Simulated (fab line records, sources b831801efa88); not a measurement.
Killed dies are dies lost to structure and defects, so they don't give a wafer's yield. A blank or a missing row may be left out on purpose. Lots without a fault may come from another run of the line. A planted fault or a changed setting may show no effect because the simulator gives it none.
Which tool did it? | flow gf180mcu | 13 lots, 39 wafers sampled, at 2 steps of a route of 602

WHAT THE GAUGES READ, wafer by wafer
GF_V5_THK_MEAS_03. Usual: V5_CVD_02_THK 1447 nm, standard deviation 19.
lot  | measured     | on            | V5_CVD_02_THK (nm) | flag
L356 | day 26 07:17 | film_metro-01 | 1440 1462 1474     |
L358 | day 27 01:01 | film_metro-01 | 1424 1437 1467     |
L360 | day 27 23:58 | film_metro-04 | 1427 1432 1459     |
L365 | day 30 02:04 | film_metro-01 | 1447 1436 1432     |
L366 | day 30 02:11 | film_metro-03 | 1440 1411 1449     |
L369 | day 30 20:43 | film_metro-01 | 1427 1404 1467     |
L370 | day 31 02:58 | film_metro-01 | 1448 1479 1481     |
L371 | day 31 02:49 | film_metro-03 | 1454 1443 1475     |
L372 | day 31 12:04 | film_metro-04 | 1446 1441 1455     |
L373 | day 31 17:53 | film_metro-01 | 1429 1478 1476     |
L375 | day 32 01:49 | film_metro-04 | 1437 1429 1464     |
L377 | day 32 13:35 | film_metro-03 | 1436 1426 1433     |
L378 | day 32 22:19 | film_metro-01 | 1439 1447 1443     |

WHICH TOOL RAN EACH LOT (tool, then ch and the chambers of the sampled wafers, then the start)
lot  | GF_MIM_SPUTTER_07
L356 | pvd_sputter-04, day 24 11:29
L358 | pvd_sputter-01, day 25 05:26
L360 | pvd_sputter-02, day 26 06:27
L365 | pvd_sputter-01, day 28 09:47
L366 | pvd_sputter-01, day 28 10:52
L369 | pvd_sputter-04, day 29 05:49
L370 | pvd_sputter-04, day 29 12:03
L371 | pvd_sputter-04, day 29 12:45
L372 | pvd_sputter-02, day 29 23:59
L373 | pvd_sputter-04, day 30 03:56
L375 | pvd_sputter-02, day 30 13:50
L377 | pvd_sputter-02, day 31 01:23
L378 | pvd_sputter-02, day 31 10:17
- GF_MIM_SPUTTER_07: material TiN, target thk 60 nm, time 50 s.

WHAT THE TOOLS THEMSELVES READ (means of the sampled wafers that have a number; where no wafer has one, the mark that the record gives instead)
GF_MIM_SPUTTER_07. Usual: throttle_valve_pct 29.6 %, standard deviation 0.4.
lot  | tool           | throttle_valve_pct (%) | flag
L356 | pvd_sputter-04 | 29.2                   |
L358 | pvd_sputter-01 | 29.2                   |
L360 | pvd_sputter-02 | 29.7                   |
L365 | pvd_sputter-01 | 29.6                   |
L366 | pvd_sputter-01 | 29.7                   |
L369 | pvd_sputter-04 | 29.4                   |
L370 | pvd_sputter-04 | 29.4                   |
L371 | pvd_sputter-04 | 29.5                   |
L372 | pvd_sputter-02 | 29.6                   |
L373 | pvd_sputter-04 | 29.6                   |
L375 | pvd_sputter-02 | 29.7                   |
L377 | pvd_sputter-02 | 29.5                   |
L378 | pvd_sputter-02 | 29.7                   |

THE ANSWER, worked out from the rows above alone
Rule: a lot is off if the mean of its wafers that have a number lies more than 3 standard deviations from the usual mean. A lot without any number at a reading at which 4 lots or more have one is off too. The other lots that the step has rows for count as sound. The gauges are gone through in route order, then the tools' own readings, and for those a lot's mean is taken as printed above. The first step at which some lot is off is used, and at that step the reading that is off furthest; a lot without a number counts as furthest.
No lot is off at any reading shown: from this, nothing can be told.

WHAT THE SIMULATOR HAD PUT IN
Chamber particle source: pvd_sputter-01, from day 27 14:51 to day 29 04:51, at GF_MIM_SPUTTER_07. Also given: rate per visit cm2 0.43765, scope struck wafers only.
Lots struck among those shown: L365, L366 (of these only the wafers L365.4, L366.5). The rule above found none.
